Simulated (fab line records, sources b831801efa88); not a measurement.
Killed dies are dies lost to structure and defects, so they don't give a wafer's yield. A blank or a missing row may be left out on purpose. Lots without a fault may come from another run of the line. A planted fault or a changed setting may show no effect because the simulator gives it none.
A struck lot beside a sound one | flow sky130 | 17 steps out of a route of 708
Sound: wafers L119.3, L119.4, L119.5. Struck: wafers L130.3, L130.4, L130.5. The cause comes at the end.
At each step with rows: each side's tool, then ch and its chambers, then its first start. Under that, the readings that differ: sound wafers | struck wafers | difference of the means | sigmas: that difference in standard deviations of wafers without a fault.
alike: readings whose means differ by less than 2 such deviations, and words and numbers that are the same on both sides. not compared: withheld readings, readings that some wafer has no value for, bounds like >300 that may hide the same value, and numbers for which the record gives no deviation and whose values overlap.
The two part at a step that has a row with sigmas, a row that says differs or no value, or rows on one side only. Numbers that don't overlap but have no deviation are shown without sigmas and don't part them. A reading that every wafer of one side lacks parts them only if that side has two wafers or more.

SKY_LDD_P_OVL_MEAS_08:
  sound on overlay-02, day 20 10:29; struck on overlay-01, day 24 16:56
  alike: LDD_P_OVL
then, 1 step without rows for these wafers: SKY_LDD_P_IMPLANT_09.
SKY_LDD_P_STRIP_10: strips in O2/N2.
  sound on plasma_asher-02 ch 0,1, day 20 10:42; struck on plasma_asher-01 ch 0,1, day 24 17:08
  alike: drypump_motor_current_A, oes_product_au, strip_time_to_endpoint_s
  not compared: rf_hours_counter_h
SKY_LDD_P_TW_MEAS_11:
  sound on film_metro-04, day 20 10:47; struck on film_metro-04, day 24 17:13
  alike: LDD_P_TW
then, 7 steps without rows for these wafers: SKY_LDD_HVN_DEHYDRATE_00 (time 60 s); SKY_LDD_HVN_HMDS_01 (prime time 60 s); SKY_LDD_HVN_COAT_02 (resist thk 300 nm); SKY_LDD_HVN_SOFTBAKE_03 (time 60 s); SKY_LDD_HVN_EXPOSE_04 (exposes mask HVNTM, target cd 700 nm); SKY_LDD_HVN_PEB_05; SKY_LDD_HVN_DEVELOP_06 (develop time 60 s).
SKY_LDD_HVN_OVL_MEAS_07:
  sound on overlay-02, day 21 17:05; struck on overlay-01, day 25 22:11
  alike: LDD_HVN_OVL
SKY_LDD_HVN_IMPLANT_08:
  sound on implanter-01 ch 0, day 21 17:10; struck on implanter-01 ch 0, day 25 22:16
  reading            | sound                         | struck                       | difference | sigmas
  dose_ions_cm2      | 2.995e+13 3.001e+13 2.999e+13 | 1.23e+13 1.224e+13 1.228e+13 | -1.77e+13  | -99 or more
  faraday_current_uA | 171 167 170                   | 68 72 69                     | -100       | -30
  alike: beam_energy_keV
SKY_LDD_HVN_STRIP_09: strips in O2/N2.
  sound on plasma_asher-01 ch 0,1, day 21 17:18; struck on plasma_asher-04 ch 0,1, day 25 22:24
  alike: drypump_motor_current_A, oes_product_au, strip_time_to_endpoint_s
  not compared: rf_hours_counter_h
SKY_LDD_HVN_TW_MEAS_10:
  sound on film_metro-02, day 21 17:23; struck on film_metro-02, day 25 22:29
  reading    | sound          | struck         | difference | sigmas
  LDD_HVN_TW | 1457 1452 1446 | 1097 1091 1094 | -358       | -36
then, 1 step without rows for these wafers: SKY_LDD_HVP_DEHYDRATE_00 (time 60 s).
-- the record jumps here: 24 days lie between the struck wafers' starts before and after (it left off in module LDD_HVP and takes up again in module PAD_OPEN, whose first step shown is number 708 of the route) --
SKY_PAD_OPEN_PROBE_99:
  sound on prober-01, day 46 17:08; struck on prober-01, day 49 11:05
  reading                                | sound             | struck            | difference | sigmas
  model.etest.tip_n_5v.rs_ohm_sq         | 1372 1370 1376    | 2862 2867 2840    | +1484      |
  model.etest.nfet_g5v0d10v5.r_on_ohm_um | 1880 1876 1937    | 2026 2041 2024    | +133       |
  model.etest.tip_n_5v.rs_ohm_sq_range   | 38.2 25.29 17.52  | 57.17 71.79 102.4 | +50.12     |
  model.etest.nfet_g5v0d10v5.drive_ua_um | 606.8 610 595.9   | 571.4 563.3 561.9 | -38.7      |
  model.etest.nfet_05v0_nvt.drive_ua_um  | 571.3 574.9 565.9 | 563.4 553.4 552.3 | -14.3      |
  model.etest.res_ndiff_hv.rs_ohm_sq     | 114 114.8 114.5   | 118.4 118.3 118.2 | +3.9       |
  alike: killed_at_M0_to_M3, killed_at_M4_up, killed_at_contacts, killed_at_front_end, killed_at_other, killed_dies, killed_open, killed_short
  not compared: model.etest.tip_n_5v.rs_ohm_sq_rim_less_centre, model.etest.ring_5v.delay_ps

WHERE THEY PART
First at SKY_LDD_HVN_IMPLANT_08; last, within this record, at SKY_LDD_HVN_TW_MEAS_10. Later steps at which nothing parts them and some readings are alike: SKY_PAD_OPEN_PROBE_99.

WHY: what the simulator had put in
Process parameter drift: implanter-01, from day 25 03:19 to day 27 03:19, at SKY_LDD_HVN_IMPLANT_08. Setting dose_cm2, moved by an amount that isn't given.
